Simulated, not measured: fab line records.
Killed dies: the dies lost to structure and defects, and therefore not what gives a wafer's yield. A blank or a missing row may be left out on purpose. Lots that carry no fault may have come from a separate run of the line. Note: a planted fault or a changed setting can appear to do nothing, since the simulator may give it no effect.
Comparing a struck lot with a sound one :: flow sky130 :: 14 out of 708 route steps
Sound: wafers L786.1, L786.4, L786.5. Struck: wafers L791.3, L791.5, L791.6. Last of all comes the cause.
For every step that has rows: the tool of each side, followed by ch and its chambers, followed by its first start. Under that, the readings that differ: sound wafers :: struck wafers :: difference of the means :: sigmas: that difference in standard deviations of wafers without a fault.
alike: same words and numbers on both sides, and readings whose means sit less than 2 such deviations apart. not compared: any withheld reading, any reading some wafer has no value for, any bound like >300 that may hide the same value, and any number with overlapping values for which the record gives no deviation.
Wherever a step has rows on one side only, a row that says differs or no value, or a row with sigmas, the two part there. Numbers that have no deviation but don't overlap get no sigmas and don't part them. A reading missing from all wafers of one side parts the sides only when that side holds two or more wafers.

first, 1 step without rows for these wafers: SKY_LOCAL_INTERCONNECT_CLEAN_18 (cleans in O3/DIW).
SKY_CONTACT_CVD_00: deposits Si3N4, target thk 75 nm.
  sound on pecvd-03 ch 1,2, day 31 05:38; struck on pecvd-02 ch 1,2, day 32 16:37
  alike: heater-power-w, rf-fwd-power-W
SKY_CONTACT_THK_MEAS_01:
  sound on film-metro-04 at day 31 05:40; struck on film-metro-04 at day 32 16:40
  alike: CONTACT_CVD_00_THK
then, 1 step without rows for these wafers: SKY_CONTACT_HDPCVD_02 (deposits SiO2, target thk 565 nm, time 94.2 s).
SKY_CONTACT_THK_MEAS_03:
  sound on film-metro-01 at day 31 05:47; struck on film-metro-01 at day 32 16:47
  alike: CONTACT_HDPCVD_THK
SKY_CONTACT_CMP_04: polishes SiO2.
  sound on cmp-01 ch 0,1,3, day 31 05:51; struck on cmp-01 ch 2,3, day 32 16:50
  alike: motor-current-A, slurry-filter-dp-kPa, time-to-endpoint-s
SKY_CONTACT_BOW_MEAS_05:
  sound on film-metro-01 at day 31 06:09; struck on film-metro-02 at day 32 17:10
  alike: CONTACT_BOW
then, 5 steps without rows for these wafers: SKY_CONTACT_DEHYDRATE_06 (time 60 s); SKY_CONTACT_HMDS_07 (prime time 60 s); SKY_CONTACT_COAT_08 (resist thk 60 nm); SKY_CONTACT_COAT_09 (resist thk 450 nm); SKY_CONTACT_SOFTBAKE_10 (time 90 s).
SKY_CONTACT_EXPOSE_11: exposes mask CTM1, target cd 170 nm.
  struck on krf-scanner-02, day 33 07:09; sound on krf-scanner-01 ch 0, day 31 21:00
  no value came back on the struck wafers for exposure-dose-mJ-cm2, focus-offset-nm (nm), sigma-inner; on the sound wafers exposure-dose-mJ-cm2 reads 37.98 38.01 38.00
  alike: mask
next, for these wafers, 1 step has no rows: SKY_CONTACT_PEB_12.

## WHERE THEY PART
SKY_CONTACT_EXPOSE_11 only, going by this record.

WHY: what had been put in by the simulator
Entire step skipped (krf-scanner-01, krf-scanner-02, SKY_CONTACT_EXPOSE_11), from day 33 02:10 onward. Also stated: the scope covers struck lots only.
